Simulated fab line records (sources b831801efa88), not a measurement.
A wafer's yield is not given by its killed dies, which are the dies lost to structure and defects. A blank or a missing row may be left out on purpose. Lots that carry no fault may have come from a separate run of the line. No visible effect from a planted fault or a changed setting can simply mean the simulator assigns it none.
2 desks looking at one fault	flow gf180mcu	each desk holds nothing but its own numbers, with what lay behind them at the end

== THE TOOL OWNER'S DESK: wetBench-01 ==
The tool's own readings at GF_HV_LDD_CLEAN_51 (cleans in SC1/SC2, time 150 s): means of the sampled wafers that have a number, for each lot that ran on this tool. The brackets show how far a lot's mean lies from the usual mean; more than 4 standard deviations puts the lot out of limits, marked OUT.
Columns: A = runLengthS at GF_HV_LDD_CLEAN_51, usual 178 s; B = tempC at GF_HV_LDD_CLEAN_51, usual 70.00 C
lot	first seen here	A	B
L126	day 13 09:05	184	70.03
L129	day 14 09:37	175	70.14
L130	day 14 17:44	174	69.98
L138	day 17 14:46	71 (-27) OUT	70.03
L140	day 18 04:13	74 (-26) OUT	70.01
This desk's verdict: out of limits on L138, L140, starting with L138 at day 17 14:46 (runLengthS at GF_HV_LDD_CLEAN_51). In limits: L126, L129, L130.

== AT THE METROLOGY DESK ==
What the gauges read for every lot (on any tool): the sampled wafers with a number, averaged. The brackets show how far a lot's mean lies from the usual mean; more than 4 standard deviations puts the lot out of limits, marked OUT.
Columns: A = cdNm at GF_HV_LDD_CD_MEAS_07, usual 399.6 nm; B = HV_LDD_02_OVL at GF_HV_LDD_OVL_MEAS_32, usual -0.1 nm
lot	first seen here	A	B
L123	day 10 00:23	397.5	-0.1
L124	day 10 03:55	398.2	0.1
L125	day 10 15:10	397.7	-0.4
L126	day 10 20:56	400.7	-1.4
L128	day 11 08:59	400.4	-0.9
L129	day 11 19:53	396.5	0.5
L130	day 12 02:18	400.8	0.4
L131	day 12 09:17	400.8	-1.1
L136	day 13 21:38	401.2	-1.5
L138	day 14 17:54	401.0	0.9
L140	day 15 05:51	400.0	-1.5
L143	day 16 04:36	400.4	0.3
L145	day 16 21:51	397.7	2.1
L146	day 17 03:34	398.6	-0.4
This desk's finding: nothing out of limits on any of the 14 lots.

== ALL TOGETHER ==
At day 17 14:46, on L138, L140, the tool owner's desk was in a position to raise an alarm.
At the metrology desk, nothing out of limits was observed.
The metrology desk has L138, L140 on record, within its limits.
On wetBench-01, each named lot ran GF_HV_LDD_CLEAN_51.

== WHAT THE SIMULATOR HAD INSERTED ==
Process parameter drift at GF_HV_LDD_CLEAN_51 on wetBench-01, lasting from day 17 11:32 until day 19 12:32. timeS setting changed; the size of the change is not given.
Struck lots among those shown: L138, L140.
Delay in hours, fault start to first out-of-limits reading, by desk: the tool owner's desk at 3.
